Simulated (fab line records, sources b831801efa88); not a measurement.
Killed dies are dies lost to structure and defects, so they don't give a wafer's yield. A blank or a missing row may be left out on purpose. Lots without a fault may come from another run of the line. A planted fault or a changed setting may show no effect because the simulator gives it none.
One fault seen from 2 desks | flow sky130 | each desk has only its own numbers; what lay behind them comes last

THE METROLOGY DESK
What the gauges read, lot by lot, whatever tool the lot ran on: means of the sampled wafers that have a number. A lot is out of limits, marked OUT, if its mean lies more than 4 standard deviations from the usual mean; the brackets give that distance.
Columns: A = VIA2_BOW at SKY_VIA2_BOW_MEAS_03, usual 84 um
lot  | first seen here | A
L902 | day 36 15:34    | 78
L904 | day 36 18:43    | 86
L905 | day 36 20:07    | 82
L907 | day 37 15:36    | 79
L908 | day 38 00:01    | 80
L910 | day 38 02:31    | 87
L915 | day 39 10:39    | 79
L916 | day 39 22:44    | 94
L919 | day 40 12:11    | 80
L922 | day 41 15:41    | 85
L925 | day 42 02:17    | 92
This desk's finding: nothing out of limits on any of the 11 lots.

THE TOOL OWNER'S DESK: litho_track-01
The tool's own readings at SKY_VIA3_COAT_07 (resist thk 450 nm): means of the sampled wafers that have a number, for each lot that ran on this tool. A lot is out of limits, marked OUT, if its mean lies more than 4 standard deviations from the usual mean; the brackets give that distance.
Columns: A = dispense_pressure_kPa at SKY_VIA3_COAT_07, usual 51 kPa; B = spin_speed_rpm at SKY_VIA3_COAT_07, usual 2999.8 rpm
lot  | first seen here | A  | B
L915 | day 43 04:00    | 55 | 3111.3 (+45) OUT
L916 | day 43 12:00    | 55 | 3109.1 (+44) OUT
L919 | day 44 03:00    | 55 | 3112.9 (+45) OUT
This desk's finding: out of limits on L915, L916, L919; first on L915, day 43 04:00 (spin_speed_rpm at SKY_VIA3_COAT_07). In limits: none.

PUT TOGETHER
The tool owner's desk could have raised an alarm at day 43 04:00, on L915, L916, L919.
The metrology desk saw nothing out of limits.
The metrology desk has L915, L916, L919 on record, within its limits.
Of the lots named, all ran SKY_VIA3_COAT_07 on litho_track-01.

WHAT THE SIMULATOR HAD PUT IN
Process parameter drift: litho_track-01, from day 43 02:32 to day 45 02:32, at SKY_VIA3_COAT_07. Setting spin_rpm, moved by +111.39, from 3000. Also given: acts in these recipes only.
Lots struck among those shown: L915, L916, L919.
Hours from the fault's start to each desk's first reading out of limits: the tool owner's desk, 1.
